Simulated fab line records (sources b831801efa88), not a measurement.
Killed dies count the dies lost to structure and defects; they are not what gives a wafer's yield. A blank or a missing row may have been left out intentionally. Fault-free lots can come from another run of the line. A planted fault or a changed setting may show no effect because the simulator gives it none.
Which tool is to blame? || flow sky130 || 12 lots, 36 wafers sampled, at 2 steps of a route of 708

WHAT THE GAUGES READ, wafer by wafer
SKY_VIA4_OVL_MEAS_11.
{"lot": "L503", "measured": "day 44 03:28", "on": "overlay-01", "VIA4_OVL (nm)": "0.1 0.3 1.6"}
{"lot": "L504", "measured": "day 44 12:25", "on": "overlay-01", "VIA4_OVL (nm)": "1.3 3.5 0.3"}
{"lot": "L505", "measured": "day 44 21:55", "on": "overlay-01", "VIA4_OVL (nm)": "-0.6 -1.4 1.3"}
{"lot": "L506", "measured": "day 45 01:49", "on": "overlay-01", "VIA4_OVL (nm)": "0.8 -0.2 0.1"}
{"lot": "L507", "measured": "day 45 08:37", "on": "overlay-02", "VIA4_OVL (nm)": "3.0 1.8 1.5"}
{"lot": "L513", "measured": "day 46 11:07", "on": "overlay-02", "VIA4_OVL (nm)": "-1.0 -0.1 -0.4"}
{"lot": "L517", "measured": "day 47 11:01", "on": "overlay-02", "VIA4_OVL (nm)": "2.4 2.2 2.7"}
{"lot": "L518", "measured": "day 47 15:19", "on": "overlay-01", "VIA4_OVL (nm)": "0.0 2.2 2.6"}
{"lot": "L519", "measured": "day 47 21:32", "on": "overlay-01", "VIA4_OVL (nm)": "2.6 4.0 3.0"}
{"lot": "L520", "measured": "day 48 07:47", "on": "overlay-02", "VIA4_OVL (nm)": "-0.8 -0.5 1.4"}
{"lot": "L521", "measured": "day 48 18:25", "on": "overlay-02", "VIA4_OVL (nm)": "1.2 1.8 1.6"}
{"lot": "L522", "measured": "day 49 00:28", "on": "overlay-01", "VIA4_OVL (nm)": "0.5 1.0 0.7"}

SKY_VIA4_RS_MEAS_19: measurement is done with a four-point probe.
{"lot": "L503", "measured": "day 44 04:28", "on": "film_metro-01", "VIA4_W_RS (ohm/sq)": "0.2206 0.2215 0.2236"}
{"lot": "L504", "measured": "day 44 13:19", "on": "film_metro-03", "VIA4_W_RS (ohm/sq)": "0.2214 0.2271 0.2269"}
{"lot": "L505", "measured": "day 44 22:51", "on": "film_metro-04", "VIA4_W_RS (ohm/sq)": "0.2236 0.2252 0.2247"}
{"lot": "L506", "measured": "day 45 02:47", "on": "film_metro-04", "VIA4_W_RS (ohm/sq)": "0.2193 0.2233 0.2219"}
{"lot": "L507", "measured": "day 45 09:36", "on": "film_metro-01", "VIA4_W_RS (ohm/sq)": "0.2285 0.2215 0.2268"}
{"lot": "L513", "measured": "day 46 12:03", "on": "film_metro-01", "VIA4_W_RS (ohm/sq)": "0.2252 0.2253 0.2245"}
{"lot": "L517", "measured": "day 47 11:56", "on": "film_metro-01", "VIA4_W_RS (ohm/sq)": "0.2213 0.2194 0.2222"}
{"lot": "L518", "measured": "day 47 16:14", "on": "film_metro-01", "VIA4_W_RS (ohm/sq)": "0.2210 0.2217 0.2225"}
{"lot": "L519", "measured": "day 47 22:28", "on": "film_metro-01", "VIA4_W_RS (ohm/sq)": "0.2246 0.2259 0.2258"}
{"lot": "L520", "measured": "day 48 08:46", "on": "film_metro-01", "VIA4_W_RS (ohm/sq)": "0.2244 0.2261 0.2246"}
{"lot": "L521", "measured": "day 48 19:19", "on": "film_metro-01", "VIA4_W_RS (ohm/sq)": "0.2207 0.2236 0.2232"}
{"lot": "L522", "measured": "day 49 01:23", "on": "film_metro-01", "VIA4_W_RS (ohm/sq)": "0.2243 0.2243 0.2246"}

WHICH TOOL RAN EACH LOT (tool, then ch and the chambers of the sampled wafers, then the start)
Record: no process step prior to these readings.

WHAT THE TOOLS THEMSELVES READ (means of the sampled wafers that have a number; where no wafer has one, the mark that the record gives instead)
The record holds no such reading with a usual standard deviation.

THE ANSWER, worked out from the rows above alone
Rule: usual is defined by the lots themselves. The widest of any qualifying gaps counts: lots, ordered by their means at a reading, are off when they make up no more than a third of the lots, leave a main group of 4 or more, and stand apart from it by 3 or more times the standard deviation of that group's means. Not used: any main group whose means are identical at the precision the tables above print for the reading. A lot without any number at a reading at which 4 lots or more have one is off too. Where the step has rows for the other lots, those lots are counted as sound. After the gauges, taken in route order, come the tools' own readings; for these a lot's mean is taken, as printed above. The first step at which some lot is off is used, and at that step the reading that is off furthest; a lot without a number counts as furthest.
Nothing can be told from this: no lot is off at any reading shown.

WHAT THE SIMULATOR HAD INSERTED
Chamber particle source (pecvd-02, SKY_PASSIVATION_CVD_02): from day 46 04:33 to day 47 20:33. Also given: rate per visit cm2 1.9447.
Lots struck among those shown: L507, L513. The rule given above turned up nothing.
